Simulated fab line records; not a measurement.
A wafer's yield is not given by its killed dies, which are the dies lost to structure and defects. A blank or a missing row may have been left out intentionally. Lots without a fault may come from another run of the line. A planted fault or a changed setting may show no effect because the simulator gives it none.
A single fault, viewed from 2 desks / flow gf180mcu / each desk has only its own numbers; what lay behind them comes last

== AT THE METROLOGY DESK ==
Lot by lot, what the gauges showed, no matter which tool ran the lot: averages of those sampled wafers that carry a number. If a lot's mean is further than 4 standard deviations from the usual mean, the lot is out of limits and carries the mark OUT (the distance appears in the brackets).
Columns: A = CONTACT_BOW at GF_CONTACT_BOW_MEAS_05, usual 65 um; B = V1_BOW at GF_V1_BOW_MEAS_05, usual 81 um
lot=L244; first seen here=day 15 04:21; A=69; B=83
lot=L245; first seen here=day 15 18:56; A=73; B=92
lot=L246; first seen here=day 15 21:22; A=68; B=82
lot=L247; first seen here=day 16 05:04; A=59; B=73
lot=L248; first seen here=day 16 13:13; A=62; B=76
lot=L249; first seen here=day 17 02:17; A=60; B=81
lot=L250; first seen here=day 17 11:08; A=61; B=80
lot=L251; first seen here=day 17 19:33; A=64; B=88
lot=L259; first seen here=day 20 16:17; A=65; B=83
lot=L260; first seen here=day 21 01:23; A=63; B=83
lot=L261; first seen here=day 21 07:29; A=63; B=83
lot=L262; first seen here=day 21 19:58; A=67; B=80
lot=L265; first seen here=day 22 15:32; A=64; B=78
lot=L266; first seen here=day 23 00:12; A=72; B=87
Finding of this desk: none of the 14 lots has anything out of limits.

== THE TOOL OWNER'S DESK: pvdSputter-02 ==
The tool's own readings at GF_M1_SPUTTER_04 (material TiN, target thk 50 nm, time 41.7 s): means of the sampled wafers that have a number, for each lot that ran on this tool. If a lot's mean is further than 4 standard deviations from the usual mean, the lot is out of limits and carries the mark OUT (the distance appears in the brackets).
Columns: A = chamberPressurePa at GF_M1_SPUTTER_04, usual 0.4000 Pa; B = throttleValvePct at GF_M1_SPUTTER_04, usual 29.4 %
lot=L245; first seen here=day 16 18:43; A=0.4006; B=29.1
lot=L247; first seen here=day 17 04:56; A=0.4001; B=29.9
lot=L248; first seen here=day 17 13:22; A=0.3989; B=29.9
lot=L249; first seen here=day 18 03:11; A=0.3799 (-24) OUT; B=30.2
lot=L250; first seen here=day 18 12:08; A=0.3796 (-24) OUT; B=30.2
lot=L261; first seen here=day 22 09:35; A=0.3996; B=29.1
lot=L265; first seen here=day 23 16:25; A=0.4003; B=29.2
lot=L266; first seen here=day 24 00:49; A=0.4003; B=29.1
This desk's finding: out of limits on L249, L250; first on L249, day 18 03:11 (chamberPressurePa at GF_M1_SPUTTER_04). L245, L247, L248, L261, L265, L266 stayed within limits.

== PUT TOGETHER ==
On L249, L250, at day 18 03:11, an alarm was possible from the tool owner's desk.
Nothing out of limits was seen by the metrology desk.
The metrology desk holds a record of L249, L250, inside its limits.
Of the lots named, all ran GF_M1_SPUTTER_04 on pvdSputter-02.

== WHAT HAD BEEN PUT IN BY THE SIMULATOR ==
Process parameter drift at GF_M1_SPUTTER_04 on pvdSputter-02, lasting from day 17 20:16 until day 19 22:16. The setting chamberPressurePa was moved by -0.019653, starting from 0.4. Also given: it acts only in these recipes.
Shown lots that were struck: L249, L250.
How many hours passed from the start of the fault until each desk's first out-of-limits reading: the tool owner's desk, 7.
